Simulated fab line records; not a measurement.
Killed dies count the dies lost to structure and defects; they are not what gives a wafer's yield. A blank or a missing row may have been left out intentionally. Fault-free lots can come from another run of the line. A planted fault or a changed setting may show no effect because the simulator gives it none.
8D (eight disciplines) problem report, filled in by code + flow sky130 + the parts of the form that need people (team, actions taken, sign-off) are left out

## 1. WHAT WENT WRONG
Mean of strip_time_to_endpoint_s at SKY_POLY_CUT_STRIP_12: 5.245 s across 3 wafers in 3 lots; on wafers with no fault it is 5.360 s (standard deviation 0.019). That puts it -6.1 standard deviations away from the usual mean.
The step: strips in O2/N2.
Earliest sighting: wafer L196.4 on plasma_asher-04 at day 29 19:52. At this step, 34 wafers from 12 lots have a number in the record. By rule, "out" or "out of limits" means more than 4 standard deviations away from the usual mean. The other wafers with a number count as sound.

## 2. WHAT IT IS AND WHAT IT IS NOT
| question                    | is                               | is not                                                                                       |
|-----------------------------|----------------------------------|----------------------------------------------------------------------------------------------|
| which readings at this step | strip_time_to_endpoint_s         | drypump_motor_current_A                                                                      |
| which lots                  | L196, L198, L199                 | L182, L184, L185, L187, L188, L191, L200, L203, L204                                         |
| which wafers of those lots  | L196.4, L198.2, L199.2           | L196.5, L198.1, L198.3, L199.5                                                               |
| read on which tools         | plasma_asher-03, plasma_asher-04 | plasma_asher-01                                                                              |
| when                        | from day 29 19:52                | up to then (19 sound wafers); but 12 sound wafers of L198, L199, L200, L203, L204 came after |

## 3. THE SUSPECTS, EACH WITH WHAT RULES IT OUT
Counting: if a tool at a process step up to the reading ran every lot that is out, it stays a suspect. Sound lots after the first of them don't rule it out here, since some wafers of a struck lot are sound.
- rie_diel-03 at SKY_POLY_CUT_ETCH_10 (etches BARC in N2/H2, stops on SiO2, time 45.9 s, target depth 60 nm): kept. It processed each lot that is out (first: L196, day 29 19:44); up to then, its last sound lot is L188 (day 27 00:56).
Remaining after the count: rie_diel-03 at SKY_POLY_CUT_ETCH_10.

## 4. THE CAUSE (what the simulator had put in)
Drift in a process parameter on rie_diel-03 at SKY_POLY_CUT_ETCH_10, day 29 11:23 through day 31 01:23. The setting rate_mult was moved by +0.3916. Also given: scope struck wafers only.
After counting, this tool was the only one left.

## 5. SEQUENCE OF EFFECTS, ordered by route
Each row: a reading where the mean over the struck wafers with a number is more than 3 standard deviations away from the usual. Readings are gone through only where the record gives a usual standard deviation; hours: the median, over the lots, of the time from a lot's start at the first step in this table giving one to that lot's start at this step; sigmas: the change measured in usual standard deviations.
| hours | step                  | reading                  | usual   | on struck wafers | change | sigmas |
|-------|-----------------------|--------------------------|---------|------------------|--------|--------|
| 0     | SKY_POLY_CUT_STRIP_12 | strip_time_to_endpoint_s | 5.360 s | 5.245            | -0.115 | -6.1   |
The process steps in it:
- SKY_POLY_CUT_STRIP_12: strips in O2/N2.

## 6. HOW IT WOULD HAVE BEEN CAUGHT EARLIER
The fault began at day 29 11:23; the first out-of-limits reading in this record came at day 29 19:52, 8 hours later.
Of the tool readings at SKY_POLY_CUT_ETCH_10 for which the record gives a usual standard deviation, none was out on any struck wafer, so an alarm limit of 4 standard deviations on them would not have fired.
Lots out: 3; of these, L198, L199 started SKY_POLY_CUT_ETCH_10 on rie_diel-03 after day 29 19:52. A hold on the tool at that time would have spared those 2.
